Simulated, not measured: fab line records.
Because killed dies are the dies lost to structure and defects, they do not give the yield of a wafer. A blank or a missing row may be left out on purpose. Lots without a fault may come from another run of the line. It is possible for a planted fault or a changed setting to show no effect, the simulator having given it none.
Comparing a struck lot with a sound one | flow sky130 | 19 out of 708 route steps
Sound: the wafers L717.1, L717.2, L717.6. Struck: wafers L722.1, L722.4, L722.5. The cause is given at the end.
Each step with rows lists, per side, the tool, then ch with its chambers, then its first start. Under that, the readings that differ: sound wafers | struck wafers | difference of the means | sigmas: that difference in standard deviations of wafers without a fault.
alike: same words and numbers on both sides, and readings whose means sit less than 2 such deviations apart. not compared: any withheld reading, any reading some wafer has no value for, any bound like >300 that may hide the same value, and any number with overlapping values for which the record gives no deviation.
A row with sigmas, a row that says differs or no value, or rows on one side alone: a step with any of these is where the two part. Non-overlapping numbers with no deviation appear without sigmas and do not part them. A reading missing from all wafers of one side parts the sides only when that side holds two or more wafers.

first, 1 step without rows for these wafers: SKY_FIELD_ISO_ANNEAL_26 (time 1800 s).
SKY_FIELD_ISO_CMP_27: polishes, stops on Si3N4, t overpolish 16 s, target thk 457.8 nm.
  sound on cmp-02 ch 1,3, day 4 14:17; struck on cmp-02 ch 0,1,3, day 5 15:31
  alike: motor_current_A, overpolish_run_s, time_to_endpoint_s
then, 5 steps without rows for these wafers: SKY_FIELD_ISO_WET_ETCH_28 (etches SiO2 in dHF, target depth 23.7 nm, time 47 s); SKY_FIELD_ISO_WET_ETCH_29 (etches Si3N4 in H3PO4, target depth 160 nm, time 1825 s); SKY_FIELD_ISO_WET_ETCH_30 (etches SiO2 in dHF, target depth 25 nm, time 50 s); SKY_NWELL_CLEAN_00 (cleans in SC1/SC2, time 150 s); SKY_NWELL_OXIDATION_01 (stabilise 600 s, purge 300 s, target thk 10 nm).
SKY_NWELL_THK_MEAS_02:
  sound: film_metro-02 at day 4 17:26; struck: film_metro-01 at day 5 18:13
  alike: NWELL_OXIDATION_THK
then, 4 steps without rows for these wafers: SKY_DNWELL_DEHYDRATE_00 (time 60 s); SKY_DNWELL_HMDS_01 (prime time 60 s); SKY_DNWELL_COAT_02 (resist thk 3000 nm); SKY_DNWELL_SOFTBAKE_03.
SKY_DNWELL_EXPOSE_04: exposes mask DNM, target cd 3000 nm.
  sound on iline_stepper-02 ch 0, day 5 02:43; struck on iline_stepper-02, day 6 03:32
  no value came back on the struck wafers for exposure_dose_mJ_cm2, focus_offset_nm (nm), na; on the sound wafers exposure_dose_mJ_cm2 reads 222.08 221.93 221.79
  alike: mask
then, 3 steps without rows for these wafers: SKY_DNWELL_PEB_05; SKY_DNWELL_DEVELOP_06 (develop time 60 s); SKY_DNWELL_IMPLANT_07.
SKY_DNWELL_STRIP_08: strips in O2/N2.
  sound on plasma_asher-03 ch 0,1, day 5 12:30; struck on plasma_asher-01 ch 0,1, day 6 13:40
  alike: drypump_motor_current_A, oes_product_au, strip_time_to_endpoint_s
  not compared: rf_hours_counter_h
SKY_DNWELL_TW_MEAS_09:
  sound: film_metro-03 at day 5 12:36; struck: film_metro-01 at day 6 13:46
  reading   | sound          | struck   | difference | sigmas
  DNWELL_TW | 1111 1111 1107 | 30 30 30 | -1080      | -99 or more
then, 1 step without rows for these wafers: SKY_PWDE_DEHYDRATE_00 (time 60 s).

## WHERE THEY PART
Earliest at SKY_DNWELL_EXPOSE_04; latest, in this record, at SKY_DNWELL_TW_MEAS_09.

WHY: what the simulator had put in
Whole step skipped at SKY_DNWELL_EXPOSE_04 on iline_stepper-02, starting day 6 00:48. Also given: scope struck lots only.
